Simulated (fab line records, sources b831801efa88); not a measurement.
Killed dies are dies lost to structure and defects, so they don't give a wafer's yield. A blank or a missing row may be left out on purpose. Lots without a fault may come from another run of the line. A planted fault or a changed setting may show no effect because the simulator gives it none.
Chamber matching | flow sky130 | SKY_FIELD_ISO_ETCH_17 on rie_si-02: 4 sister chambers
The step etches Si in HBr/Cl2/O2, target depth 342 nm, time 97.7 s. 4 wafers are shown with their chamber, then 7 later ones without.

WAFERS WITH THEIR CHAMBER
wafer  | chamber | drypump_motor_current_A (A)
L735.1 | 3       | 6.0
L735.2 | 2       | 5.8
L742.1 | 0       | 6.3
L742.5 | 1       | 5.5

WAFERS WITHOUT THEIR CHAMBER
wafer  | drypump_motor_current_A (A)
L742.6 | 5.8
L746.1 | 5.7
L746.3 | 5.9
L746.4 | 6.3
L748.1 | 5.5
L748.2 | 6.0
L748.3 | 5.8

WHICH CHAMBER EACH WENT THROUGH
wafer  | from the rows above     | in truth
L742.6 | 2                       | 2
L746.1 | can't be placed: 2 or 1 | 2
L746.3 | can't be placed: 3 or 2 | 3
L746.4 | 0                       | 0
L748.1 | 1                       | 1
L748.2 | 3                       | 3
L748.3 | 2                       | 2
Placed correctly: 5 of 7. Can't be placed from these rows: 2 (the true chamber is among the candidates in 2). Placed wrongly: 0.
How it was worked out, from the rows above alone: a wafer's distance from a chamber is the root of the sum, over the readings, of the square of ((its reading less the chamber's mean) divided by the reading's scatter). The wafer belongs to the nearest chamber; if the next one is less than 2 further off, it can't be placed. A chamber's mean is the mean of its shown wafers. The scatter: with one shown wafer a chamber, the root of the mean of the squares of how far each hidden wafer lies from its nearest shown one.
